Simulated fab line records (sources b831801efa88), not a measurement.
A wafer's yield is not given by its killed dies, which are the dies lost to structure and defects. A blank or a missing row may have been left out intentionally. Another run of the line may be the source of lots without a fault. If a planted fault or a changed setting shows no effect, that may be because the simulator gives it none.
Comparing a struck lot with a sound one | flow gf180mcu | 18 out of 602 route steps
Sound: these wafers, L448.2, L448.3, L448.5. Wafers L459.3, L459.4, L459.5 were the ones struck. The cause comes at the end.
Each step with rows lists, per side, the tool, then ch with its chambers, then its first start. Under that, the readings that differ: sound wafers | struck wafers | difference of the means | sigmas: that difference in standard deviations of wafers without a fault.
alike: a reading whose means differ by less than 2 such deviations, as well as words and numbers matching on both sides. not compared: withheld readings; readings where some wafer has no value; bounds like >300 that might hide an equal value; numbers whose values overlap and for which the record gives no deviation.
The two part at a step that has a row with sigmas, a row that says differs or no value, or rows on one side only. Non-overlapping numbers with no deviation appear without sigmas and do not part them. A reading missing from all wafers of one side parts the sides only when that side holds two or more wafers.

first, 3 steps without rows for these wafers: GF_HV_LDD_EXPOSE_16 (exposes mask Pplus LV AREA, target cd 400 nm); GF_HV_LDD_PEB_17; GF_HV_LDD_DEVELOP_18 (develop time 60 s).
GF_HV_LDD_CD_MEAS_19 targets a cd of 400 nm.
  sound: cd sem-01 at day 13 05:26; struck: cd sem-01 at day 16 11:56
  alike: cd nm
GF_HV_LDD_OVL_MEAS_20:
  sound: overlay-02 at day 13 05:32; struck: overlay-02 at day 16 12:01
  alike: HV_LDD_01_OVL
next, for these wafers, 1 step has no rows: GF_HV_LDD_IMPLANT_21.
GF_HV_LDD_STRIP_22: strips in O2/N2.
  sound on plasma asher-03 ch 0,1, day 13 05:43; struck on plasma asher-02 ch 0,1, day 16 12:14
  alike: chamber pressure mTorr, drypump motor current A, heater power w, o2 flow sccm, oes product au, strip time to endpoint s
  not compared: rf hours counter h
GF_HV_LDD_TW_MEAS_23:
  sound: film metro-02 at day 13 05:50; struck: film metro-03 at day 16 12:19
  alike: HV_LDD_2_TW
then, 4 steps without rows for these wafers: GF_HV_LDD_DEHYDRATE_24 (time 60 s); GF_HV_LDD_HMDS_25 (prime time 60 s); GF_HV_LDD_COAT_26 (resist thk 1000 nm); GF_HV_LDD_SOFTBAKE_27 (time 60 s).
GF_HV_LDD_EXPOSE_28: exposes mask Nplus HV AREA, target cd 400 nm.
  sound on iline stepper-02 ch 0, day 13 16:30; struck on iline stepper-02 ch 0, day 17 00:18
  reading                        | sound                | struck            | difference | sigmas
  model.HV_LDD.overlay x nm (nm) | 0.9492 0.9492 0.9492 | 54.15 54.15 54.15 | +53.20     |
  alike: mask
then, 2 steps without rows for these wafers: GF_HV_LDD_PEB_29; GF_HV_LDD_DEVELOP_30 (develop time 60 s).
GF_HV_LDD_CD_MEAS_31 targets a cd of 400 nm.
  sound: cd sem-01 at day 14 02:49; struck: cd sem-02 at day 17 10:50
  reading    | sound             | struck            | difference | sigmas
  cd nm (nm) | 398.7 396.5 396.9 | 403.9 402.3 403.5 | +5.9       | +2
GF_HV_LDD_OVL_MEAS_32:
  sound: overlay-01 at day 14 02:55; struck: overlay-02 at day 17 11:08
  reading            | sound        | struck         | difference | sigmas
  HV_LDD_02_OVL (nm) | 0.2 1.1 -0.2 | 54.2 55.8 53.5 | +54.1      | +34
  not compared: hold
GF_PASSIVATION_PROBE_99:
  sound wafers here have rows in the record (prober-01, day 31 09:38); struck ones have none

## WHERE THEY PART
Last at GF_PASSIVATION_PROBE_99 as far as this record goes, first at GF_HV_LDD_CD_MEAS_31.

WHY: the cause the simulator had injected
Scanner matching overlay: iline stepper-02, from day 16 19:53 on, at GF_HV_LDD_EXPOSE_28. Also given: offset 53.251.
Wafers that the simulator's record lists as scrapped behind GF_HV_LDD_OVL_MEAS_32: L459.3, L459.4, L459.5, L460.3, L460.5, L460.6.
